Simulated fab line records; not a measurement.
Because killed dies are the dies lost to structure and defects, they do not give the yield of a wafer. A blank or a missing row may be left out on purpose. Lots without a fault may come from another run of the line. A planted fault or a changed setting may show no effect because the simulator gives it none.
Struck lot and sound lot, side by side + flow sfqLine + 14 out of 325 route steps
Sound: these wafers, L173.2, L173.3, L173.4. Struck: wafers L166.1, L166.2 (left out: L166.3, a lot-mate that was not struck); the cause follows at the end.
Per side, at each step with rows, come the tool, then ch with its chambers, and then its first start. Under that, the readings that differ: sound wafers + struck wafers + difference of the means + sigmas: that difference in standard deviations of wafers without a fault.
alike: a reading whose means differ by less than 2 such deviations, as well as words and numbers matching on both sides. not compared: withheld readings; readings where some wafer has no value; bounds like >300 that might hide an equal value; numbers whose values overlap and for which the record gives no deviation.
The two part at a step that has a row with sigmas, a row that says differs or no value, or rows on one side only. Numbers that have no deviation but don't overlap get no sigmas and don't part them. A reading missing from all wafers of one side parts the sides only when that side holds two or more wafers.

first, 7 steps without rows for these wafers: SFQ_TRILAYER_JJ_CE_STRIP_SOLV_CLEAN_121 (cleans in NMP, time 600 s); SFQ_TRILAYER_M5_LITHO_COAT_128 (resist thk 62 nm); SFQ_TRILAYER_M5_LITHO_COAT_123 (resist thk 600 nm); SFQ_TRILAYER_M5_LITHO_SOFTBAKE_127; SFQ_TRILAYER_M5_LITHO_EXPOSE_124 (exposes mask M5, target cd 700 nm); SFQ_TRILAYER_M5_LITHO_PEB_126 (peb time 60 s); SFQ_TRILAYER_M5_LITHO_DEVELOP_125 (time 60 s).
SFQ_M5_OVL_MEAS_932:
  sound on overlay-02, day 62 19:46; struck on overlay-01, day 59 17:22
  alike: M5_OVL
SFQ_TRILAYER_M5_BARC_OPEN_METAL_ETCH_161: etches BARC in O2, target depth 125 nm, time 41.7 s.
  sound on rieMetal-01 ch 0,1, day 62 19:48; struck on rieMetal-03 ch 0,1, day 59 17:24
  alike: drypumpMotorCurrentA, oesProductAu
  not compared: rfHoursCounterH
SFQ_TRILAYER_M5_ETCH_METAL_ETCH_126: etches Nb in Cl2/BCl3, stops on SiO2, time 203.2 s, target depth 265 nm.
  sound on rieMetal-01 ch 0,1, day 62 19:52; struck on rieMetal-03 ch 0,1, day 59 17:28
  alike: drypumpMotorCurrentA, oesProductAu
  not compared: rfHoursCounterH
SFQ_TRILAYER_M5_STRIP_STRIP_127: strips in O2.
  sound on rieMetal-01 ch 0,1, day 62 20:04; struck on rieMetal-03 ch 0,1, day 59 17:40
  alike: drypumpMotorCurrentA, oesProductAu
  not compared: rfHoursCounterH
then, 1 step without rows for these wafers: SFQ_TRILAYER_M5_STRIP_SOLV_CLEAN_128 (cleans in NMP, time 600 s).
SFQ_TRILAYER_A5B_DEP_PECVD_129: deposits SiO2 from SiH4/N2O, time 133.33 s, target thk 600 nm.
  sound on pecvd-03 ch 1,2, day 62 20:51; struck on pecvd-03 ch 0,2, day 59 18:28
| reading                                             | sound                | struck      | difference                    | sigmas |
|-----------------------------------------------------|----------------------|-------------|-------------------------------|--------|
| runLengthS (s)                                      | 162.1 160.7 161.2    | 138.4 137.6 | -23.3                         | -41    |
| susceptorTempC (C)                                  | 149.99 150.01 150.22 | - -         | no value on the struck wafers |        |
| model.SiO2_of_TRILAYER_A5B_DEP_PECVD_129.thkNm (nm) | 598.6 591.3 606.3    | 484.1 488.6 | -112.4                        |        |
  alike: heaterPowerW, throttleValvePct
SFQ_TRILAYER_A5B_CMP_CMP_130: polishes, stops on Nb, target thk 340.7 nm.
  sound on cmp-01 ch 1,2,3, day 62 21:26; struck on cmp-01 ch 1,3, day 60 01:09
  alike: edgeZonePressureFrac, headPressurePsi, motorCurrentA

WHERE THEY PART
At SFQ_TRILAYER_A5B_DEP_PECVD_129 and nowhere else, as far as this record goes. Later steps at which nothing parts them and some readings are alike: SFQ_TRILAYER_A5B_CMP_CMP_130.

WHY: the cause the simulator had injected
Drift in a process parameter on pecvd-03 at SFQ_TRILAYER_A5B_DEP_PECVD_129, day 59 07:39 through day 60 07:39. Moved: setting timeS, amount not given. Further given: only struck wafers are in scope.
